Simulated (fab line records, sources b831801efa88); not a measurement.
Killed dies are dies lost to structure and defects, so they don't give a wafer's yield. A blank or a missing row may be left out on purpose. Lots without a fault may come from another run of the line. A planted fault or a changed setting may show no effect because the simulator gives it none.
Chamber matching | flow sky130 | SKY_VIA2_ETCH_14 on rie_diel-04: 4 sister chambers
The step etches BARC in N2/H2, stops on SiO2, time 45.9 s, target depth 60 nm. 8 wafers are shown with their chamber, then 9 later ones without.

WAFERS WITH THEIR CHAMBER
wafer  | chamber | drypump_motor_current_A (A) | throttle_valve_pct (%)
L080.4 | 2       | 6.1                         | 13.228
L083.2 | 1       | 6.2                         | 13.209
L083.3 | 0       | 5.6                         | 13.229
L084.1 | 1       | 6.2                         | 13.206
L084.6 | 0       | 5.6                         | 13.241
L086.4 | 3       | 5.8                         | 13.227
L086.5 | 2       | 6.1                         | 13.229
L086.6 | 3       | 5.9                         | 13.217

WAFERS WITHOUT THEIR CHAMBER
wafer  | drypump_motor_current_A (A) | throttle_valve_pct (%)
L089.2 | 6.1                         | 13.211
L089.3 | 5.8                         | 13.221
L089.5 | 5.6                         | 13.230
L092.3 | 6.2                         | 13.221
L092.5 | 6.2                         | 13.236
L092.6 | 6.1                         | 13.236
L093.2 | 6.2                         | 13.220
L093.3 | 5.9                         | 13.237
L093.5 | 6.2                         | 13.235

WHICH CHAMBER EACH WENT THROUGH
wafer  | from the rows above     | in truth
L089.2 | can't be placed: 1 or 2 | 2
L089.3 | 3                       | 3
L089.5 | 0                       | 0
L092.3 | can't be placed: 1 or 2 | 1
L092.5 | can't be placed: 2 or 1 | 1
L092.6 | 2                       | 2
L093.2 | can't be placed: 1 or 2 | 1
L093.3 | 3                       | 3
L093.5 | can't be placed: 2 or 1 | 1
Placed correctly: 4 of 9. Can't be placed from these rows: 5 (the true chamber is among the candidates in 5). Placed wrongly: 0.
How it was worked out, from the rows above alone: a wafer's distance from a chamber is the root of the sum, over the readings, of the square of ((its reading less the chamber's mean) divided by the reading's scatter). The wafer belongs to the nearest chamber; if the next one is less than 2 further off, it can't be placed. A chamber's mean is the mean of its shown wafers. The scatter: the root of (the sum of the squares of (reading less its chamber's mean) over the shown wafers, divided by (wafers less chambers)).
